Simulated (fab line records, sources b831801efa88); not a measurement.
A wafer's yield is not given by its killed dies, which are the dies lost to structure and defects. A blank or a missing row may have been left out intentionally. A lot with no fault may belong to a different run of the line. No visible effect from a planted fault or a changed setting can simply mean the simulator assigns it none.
Split-lot study    flow sky130    23 wafers read across 5 lots, on a route 708 steps long

## ON THE SPLIT
At SKY_VIA3_SPUTTER_20 (material TiN, target thk 20 nm, time 80 s), the setting power-w was moved away from the recipe's 4000 W on 6 of the 23 wafers read, by -8.2% to +3.2%. This setting was run at the recipe's value on the other wafers.

The reading is taken at the split's own step.

## THE READING
TiN_of_VIA3_SPUTTER_20.thk-nm (the simulator's own value, which no gauge read), in nm, at SKY_VIA3_SPUTTER_20 (material TiN, target thk 20 nm, time 80 s). No usual value for it is given in the file. The 17 wafers here that ran the recipe average 19.87 nm, standard deviation 0.26 nm.

wafer   tool, chamber at the split  power-w as run, W  against the recipe  TiN_of_VIA3_SPUTTER_20.thk-nm, nm  against lot-mates on the recipe
L075.1  pvd-sputter-04, -           4000               recipe              19.63                              -
L075.2  pvd-sputter-04, -           3672               -8.2%               18.09                              -1.59
L075.3  pvd-sputter-04, -           3672               -8.2%               18.38                              -1.30
L075.5  pvd-sputter-04, -           3672               -8.2%               17.97                              -1.71
L075.6  pvd-sputter-04, -           4000               recipe              19.74                              -
L076.2  pvd-sputter-01, -           4000               recipe              19.97                              -
L076.3  pvd-sputter-01, -           4000               recipe              19.77                              -
L076.4  pvd-sputter-01, -           4000               recipe              19.57                              -
L076.5  pvd-sputter-01, -           4000               recipe              20.31                              -
L076.6  pvd-sputter-01, -           4000               recipe              20.03                              -
L079.3  pvd-sputter-04, -           4000               recipe              19.85                              -
L079.5  pvd-sputter-04, -           4000               recipe              19.55                              -
L079.6  pvd-sputter-04, -           4000               recipe              19.67                              -
L082.1  pvd-sputter-01, -           4000               recipe              20.17                              -
L082.2  pvd-sputter-01, -           4000               recipe              19.79                              -
L082.3  pvd-sputter-01, -           4000               recipe              19.64                              -
L082.4  pvd-sputter-01, -           4000               recipe              20.14                              -
L082.5  pvd-sputter-01, -           4000               recipe              19.6                               -
L084.1  pvd-sputter-01, -           4127               +3.2%               21                                 +0.79
L084.2  pvd-sputter-01, -           4127               +3.2%               20.4                               +0.18
L084.4  pvd-sputter-01, -           4000               recipe              20.04                              -
L084.5  pvd-sputter-01, -           4000               recipe              20.39                              -
L084.6  pvd-sputter-01, -           4127               +3.2%               20.81                              +0.59

FIT RESULTS
A straight line over all 23 wafers: TiN_of_VIA3_SPUTTER_20.thk-nm changes by +0.221 nm for each +1% of power-w; r = +0.94; the points scatter about the line by 0.27 nm.
The same after taking each lot's own level away (the mean of its wafers on the recipe; 23 wafers): +0.184 nm for each +1%; r = +0.94; scatter 0.22 nm.
According to that fit, moving power-w by its largest amount changes the reading by 1.5 nm.
The span of the lots' own levels, 19.685 to 20.215 nm, comes to 2.0 times the standard deviation stated above.
So the lot-to-lot level changes the slope: the two fits differ.
Check: -1.49 nm against its lot-mates is what the line predicts for one of the wafers moved furthest among these (-8.2%) when that wafer is left out of the fit. It came out at -1.59 nm against them.

## ADDITIONAL SPLITS CARRIED BY THESE WAFERS
Before the reading, these wafers also passed through other splits. Each is held against what the fit with the lots' levels taken away leaves over:
other split on the same wafers      wafers away from the commonest value  r with TiN_of_VIA3_SPUTTER_20.thk-nm (lot level and that fit taken away)
SKY_CAPM_SPUTTER_02 time-s          7                                     -0.32
SKY_CAPM_DEVELOP_11 develop-time-s  9                                     +0.09
SKY_VIA3_HDPCVD_00 time-s           4                                     +0.39

## THE FILE'S OWN FIT
TiN_of_VIA3_SPUTTER_20.thk-nm changes by +0.184 nm for each +1% of power-w, r = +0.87.
